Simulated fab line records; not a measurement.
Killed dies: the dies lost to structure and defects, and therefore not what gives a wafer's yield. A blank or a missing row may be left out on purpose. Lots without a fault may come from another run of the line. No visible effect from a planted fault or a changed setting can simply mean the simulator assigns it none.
A struck lot beside a sound one | flow sky130 | 18 out of 708 route steps
Sound: the wafers L719.2, L719.5, L719.6. Struck: wafer L710.1. (L710.2, L710.3 of the same lot were not struck and are left out.) The cause comes at the end.
Each step with rows lists, per side, the tool, then ch with its chambers, then its first start. Under that, the readings that differ: sound wafers | struck wafers | difference of the means | sigmas: that difference in standard deviations of wafers without a fault.
alike: a reading whose means differ by less than 2 such deviations, as well as words and numbers matching on both sides. not compared: withheld readings; readings where some wafer has no value; bounds like >300 that might hide an equal value; numbers whose values overlap and for which the record gives no deviation.
Wherever a step has rows on one side only, a row that says differs or no value, or a row with sigmas, the two part there. Numbers that don't overlap but have no deviation are shown without sigmas and don't part them. Lack of a reading on every wafer of one side parts them only where that side has two or more wafers.

first, 5 steps without rows for these wafers: SKY_VIA4_COAT_06 (resist thk 1140 nm); SKY_VIA4_SOFTBAKE_07 (time 60 s); SKY_VIA4_EXPOSE_08 (exposes mask VIM4, target cd 800 nm); SKY_VIA4_PEB_09; SKY_VIA4_DEVELOP_10 (develop time 60 s).
SKY_VIA4_OVL_MEAS_11:
  sound on overlay-02 at day 47 05:10; struck on overlay-02 at day 44 06:55
  alike: VIA4_OVL
SKY_VIA4_ETCH_12: etches SiO2 in C4F8/O2/Ar, stops on TiN, target depth 580 nm.
  sound on rie-diel-03 ch 1,2,3, day 47 05:12; struck on rie-diel-02 ch 3, day 44 06:56
  alike: bias-w, oes-product-au
SKY_VIA4_STRIP_13: strips in O2/N2.
  sound on plasma-asher-01 ch 0,1, day 47 05:16; struck on plasma-asher-03 ch 0, day 44 07:01
  alike: drypump-motor-current-A, oes-product-au, strip-time-to-endpoint-s
  not compared: rf-hours-counter-h
then, 3 steps without rows for these wafers: SKY_VIA4_STRIP_14 (strips in post etch residue remover, time 1200 s); SKY_VIA4_CLEAN_15 (cleans in IPA, time 180 s); SKY_VIA4_CLEAN_16 (cleans in O3/DIW).
SKY_VIA4_SPUTTER_17: material TiN, target thk 20 nm, time 80 s.
  sound on pvd-sputter-02 at day 47 06:18; struck on pvd-sputter-02 at day 44 07:37
  alike: throttle-valve-pct
SKY_VIA4_CVD_18: deposits W, target thk 505 nm, time 152.14 s.
  sound on cvd-w-01 ch 0,1, day 47 06:22; struck on cvd-w-01 ch 0, day 44 07:46
  reading                            | sound                | struck | difference | sigmas
  susceptor-temp-C (C)               | 400.03 399.98 399.85 | 391.26 | -8.69      | -41
  model.W_of_VIA4_CVD_18.thk-nm (nm) | 509.6 504.7 505.1    | 430.7  | -75.8      |
  alike: heater-power-w
SKY_VIA4_RS_MEAS_19: measurement is done with a four-point probe.
  sound on film-metro-02 at day 47 06:32; struck on film-metro-02 at day 44 07:55
  reading            | sound                | struck | difference | sigmas
  VIA4_W_RS (ohm/sq) | 0.2242 0.2261 0.2259 | 0.2660 | +0.0406    | +18
SKY_VIA4_THK_MEAS_20: measures by xrf.
  sound on film-metro-02 at day 47 06:39; struck on film-metro-02 at day 44 08:02
  reading         | sound       | struck | difference | sigmas
  VIA4_W_THK (nm) | 516 508 510 | 437    | -74        | -15
SKY_VIA4_CMP_21: polishes, stops on SiO2, t overpolish 25 s, target thk 0 nm.
  sound on cmp-01 ch 0,1, day 47 06:42; struck on cmp-01 ch 2, day 44 08:17
  reading                | sound       | struck | difference | sigmas
  time-to-endpoint-s (s) | 127 130 127 | 106    | -22        | -4
  alike: motor-current-A, platen-rpm, slurry-filter-dp-kPa
SKY_METAL5_SPUTTER_00: material Ti, target thk 15 nm, time 10 s.
  sound on pvd-sputter-02 at day 47 07:00; struck on pvd-sputter-02 at day 44 08:32
  alike: throttle-valve-pct
SKY_PAD_OPEN_PROBE_99:
  rows exist in the record for the sound wafers here (prober-01, day 49 17:53), none for the struck ones

WHERE THEY PART
Earliest at SKY_VIA4_CVD_18; latest, in this record, at SKY_PAD_OPEN_PROBE_99.

WHY: what had been put in by the simulator
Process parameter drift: cvd-w-01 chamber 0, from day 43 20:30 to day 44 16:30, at SKY_VIA4_CVD_18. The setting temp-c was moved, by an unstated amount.
